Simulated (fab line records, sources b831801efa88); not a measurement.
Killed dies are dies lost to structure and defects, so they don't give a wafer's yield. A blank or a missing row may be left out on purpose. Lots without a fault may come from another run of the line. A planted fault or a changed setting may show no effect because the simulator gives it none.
A struck lot beside a sound one | flow sky130 | 14 steps out of a route of 708
Sound: wafers L419.1, L419.2, L419.3. Struck: wafers L432.1, L432.2, L432.5. The cause comes at the end.
At each step with rows: each side's tool, then ch and its chambers, then its first start. Under that, the readings that differ: sound wafers | struck wafers | difference of the means | sigmas: that difference in standard deviations of wafers without a fault.
alike: readings whose means differ by less than 2 such deviations, and words and numbers that are the same on both sides. not compared: withheld readings, readings that some wafer has no value for, bounds like >300 that may hide the same value, and numbers for which the record gives no deviation and whose values overlap.
The two part at a step that has a row with sigmas, a row that says differs or no value, or rows on one side only. Numbers that don't overlap but have no deviation are shown without sigmas and don't part them. A reading that every wafer of one side lacks parts them only if that side has two wafers or more.

first, 2 steps without rows for these wafers: SKY_SONOS_TUNNEL_CLEAN_13 (cleans in dHF, time 20 s); SKY_SONOS_ONO_OXIDATION_00 (stabilise 600 s, purge 300 s, target thk 2.6 nm).
SKY_SONOS_ONO_THK_MEAS_01:
  sound on film_metro-01, day 12 13:01; struck on film_metro-04, day 16 17:58
  alike: SONOS_ONO_OXIDATION_THK
then, 1 step without rows for these wafers: SKY_SONOS_ONO_CVD_02 (deposits Si3N4 from DCS/NH3, target thk 10.5 nm, time 180 s).
SKY_SONOS_ONO_THK_MEAS_03:
  sound on film_metro-04, day 12 14:41; struck on film_metro-01, day 16 20:22
  alike: SONOS_ONO_CVD_02_THK
then, 1 step without rows for these wafers: SKY_SONOS_ONO_CVD_04 (deposits SiO2 from SiH4/N2O, target thk 5.7199 nm).
SKY_SONOS_ONO_THK_MEAS_05:
  sound on film_metro-03, day 12 16:00; struck on film_metro-01, day 16 21:41
  alike: SONOS_ONO_CVD_04_THK
then, 5 steps without rows for these wafers: SKY_SONOS_ONO_DEHYDRATE_06 (time 60 s); SKY_SONOS_ONO_HMDS_07 (prime time 60 s); SKY_SONOS_ONO_COAT_08 (resist thk 1140 nm); SKY_SONOS_ONO_SOFTBAKE_09 (time 60 s); SKY_SONOS_ONO_EXPOSE_10 (exposes mask ONOM, target cd 410 nm).
SKY_SONOS_ONO_PEB_11:
  sound on litho_track-02 ch 0, day 13 17:08; struck on litho_track-02, day 18 02:47
  reading         | sound          | struck | difference                    | sigmas
  exhaust_pa (Pa) | 46.2 46.4 46.4 | - - -  | no value on the struck wafers |
  not compared: chill_plate_temp_C, time_s
then, 1 step without rows for these wafers: SKY_SONOS_ONO_DEVELOP_12 (develop time 60 s).

WHERE THEY PART
Only at SKY_SONOS_ONO_PEB_11, within this record.

WHY: what the simulator had put in
Skipped step whole: litho_track-02, from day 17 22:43 on, at SKY_SONOS_ONO_PEB_11. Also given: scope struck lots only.
